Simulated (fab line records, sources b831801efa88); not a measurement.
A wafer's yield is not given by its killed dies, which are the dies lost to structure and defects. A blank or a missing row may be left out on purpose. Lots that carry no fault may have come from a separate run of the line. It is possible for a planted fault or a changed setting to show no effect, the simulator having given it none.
Chamber matching :: flow sky130 :: SKY_LI_CONTACT_CMP_02 on cmp-02 has 4 sister chambers
The step polishes PSG. 4 wafers are shown with their chamber, then 7 later ones without.

== EACH WAFER AND ITS CHAMBER ==
wafer: L345.5
chamber: 2
motor_current_A (A): 10.1

wafer: L352.3
chamber: 3
motor_current_A (A): 13.4

wafer: L359.1
chamber: 0
motor_current_A (A): 11.4

wafer: L359.5
chamber: 1
motor_current_A (A): 10.6

== WAFERS MISSING THEIR CHAMBER ==
wafer: L359.6
motor_current_A (A): 11.3

wafer: L362.1
motor_current_A (A): 11.9

wafer: L362.3
motor_current_A (A): 10.1

wafer: L362.6
motor_current_A (A): 10.8

wafer: L363.1
motor_current_A (A): 10.0

wafer: L363.2
motor_current_A (A): 11.2

wafer: L363.3
motor_current_A (A): 14.6

== CHAMBER TAKEN BY EACH ==
wafer: L359.6
from the rows above: can't be placed: 0 or 1
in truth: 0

wafer: L362.1
from the rows above: can't be placed: 0 or 1 or 3
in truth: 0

wafer: L362.3
from the rows above: can't be placed: 2 or 1
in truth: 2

wafer: L362.6
from the rows above: can't be placed: 1 or 0 or 2
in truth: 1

wafer: L363.1
from the rows above: can't be placed: 2 or 1
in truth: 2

wafer: L363.2
from the rows above: can't be placed: 0 or 1 or 2
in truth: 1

wafer: L363.3
from the rows above: 3
in truth: 3
1 of 7 placed correctly. From these rows, 6 cannot be placed; in 6 the true chamber is one of the candidates. Placed wrongly: 0.
How it was worked out, from the rows above alone: a wafer's distance from a chamber is the root of the sum, over the readings, of the square of ((its reading less the chamber's mean) divided by the reading's scatter). If the next closest chamber is less than 2 further off than the closest, the wafer can't be placed; otherwise it belongs to the closest. Each chamber's mean is taken over the wafers shown for it. The scatter: with one shown wafer a chamber, the root of the mean of the squares of how far each hidden wafer lies from its nearest shown one.
